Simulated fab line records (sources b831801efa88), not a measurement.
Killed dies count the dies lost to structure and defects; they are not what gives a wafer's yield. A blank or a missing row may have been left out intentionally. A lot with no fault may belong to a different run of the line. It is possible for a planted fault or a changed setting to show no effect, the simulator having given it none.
Chamber matching ; flow sky130 ; SKY_VIA2_CMP_02 on cmp-01: 4 sister chambers
The step polishes SiO2. 4 wafers are shown with their chamber, then 12 later ones without.

## WAFERS PAIRED WITH THEIR CHAMBERS
wafer;chamber;motor current A (A)
L091.2;1;13.7
L092.3;0;11.0
L092.5;2;10.4
L092.6;3;12.9

## WAFERS MISSING THEIR CHAMBER
wafer;motor current A (A)
L094.1;13.9
L094.3;11.1
L094.5;10.7
L095.2;11.2
L095.3;11.2
L095.5;10.9
L097.1;12.1
L097.4;11.7
L097.5;11.3
L096.1;11.5
L096.2;12.9
L096.4;11.3

## EACH ONE'S CHAMBER
wafer;from the rows above;in truth
L094.1;1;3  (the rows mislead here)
L094.3;can't be placed: 0 or 2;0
L094.5;can't be placed: 2 or 0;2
L095.2;can't be placed: 0 or 2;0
L095.3;can't be placed: 0 or 2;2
L095.5;can't be placed: 0 or 2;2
L097.1;can't be placed: 3 or 0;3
L097.4;can't be placed: 0 or 3 or 2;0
L097.5;can't be placed: 0 or 2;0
L096.1;can't be placed: 0 or 2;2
L096.2;3;3
L096.4;can't be placed: 0 or 2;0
1 of 12 placed correctly. Cannot be placed on the basis of these rows: 10; the candidates contain the true chamber in 10. Number placed wrongly: 1.
How it was worked out, from the rows above alone: a wafer's distance from a chamber is the root of the sum, over the readings, of the square of ((its reading less the chamber's mean) divided by the reading's scatter). The wafer belongs to the nearest chamber; if the next one is less than 2 further off, it can't be placed. A chamber's mean is the mean of its shown wafers. The scatter (one wafer shown for each chamber): square how far every hidden wafer sits from the nearest shown wafer, average those squares and take the square root.
